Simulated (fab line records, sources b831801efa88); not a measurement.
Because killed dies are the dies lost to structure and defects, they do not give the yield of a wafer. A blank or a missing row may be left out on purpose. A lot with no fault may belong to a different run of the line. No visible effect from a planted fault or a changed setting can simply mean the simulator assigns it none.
Matching of chambers ; flow sfq-line ; 4 sister chambers for SFQ_TRILAYER_C5_ETCH_VIA_ETCH_154 on rie-diel-01
The step etches SiO2 in CHF3, stops on Nb, target depth 84 nm. 8 wafers are shown with their chamber, then 7 later ones without.

## EACH WAFER AND ITS CHAMBER
wafer;chamber;drypump-motor-current-A (A);oes-product-au (a.u.)
L933.6;1;6.0;0.905
L939.4;0;4.9;0.902
L939.6;0;4.9;0.896
L944.1;3;6.0;0.888
L944.2;1;6.0;0.886
L944.4;2;6.3;0.894
L947.1;2;6.3;0.866
L947.4;3;5.9;0.881

## WAFERS MISSING THEIR CHAMBER
wafer;drypump-motor-current-A (A);oes-product-au (a.u.)
L947.5;6.0;0.901
L948.3;4.9;0.885
L948.4;6.0;0.896
L948.6;4.9;0.914
L949.3;4.9;0.901
L949.4;5.9;0.893
L949.6;6.3;0.894

## WHICH CHAMBER EACH ONE RAN IN
wafer;from the rows above;in truth
L947.5;can't be placed: 1 or 3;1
L948.3;0;0
L948.4;can't be placed: 1 or 3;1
L948.6;0;0
L949.3;0;0
L949.4;can't be placed: 3 or 1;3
L949.6;2;2
Correct placement for 4 of the 7. From these rows, 3 cannot be placed; in 3 the true chamber is one of the candidates. 0 placed wrongly.
How it was worked out, from the rows above alone: a wafer's distance from a chamber is the root of the sum, over the readings, of the square of ((its reading less the chamber's mean) divided by the reading's scatter). The wafer belongs to the nearest chamber; if the next one is less than 2 further off, it can't be placed. The mean given for a chamber averages the wafers shown for that chamber. The scatter is the square root of a quotient: the sum, over the shown wafers, of each reading's squared deviation from its chamber's mean, divided by wafers minus chambers.
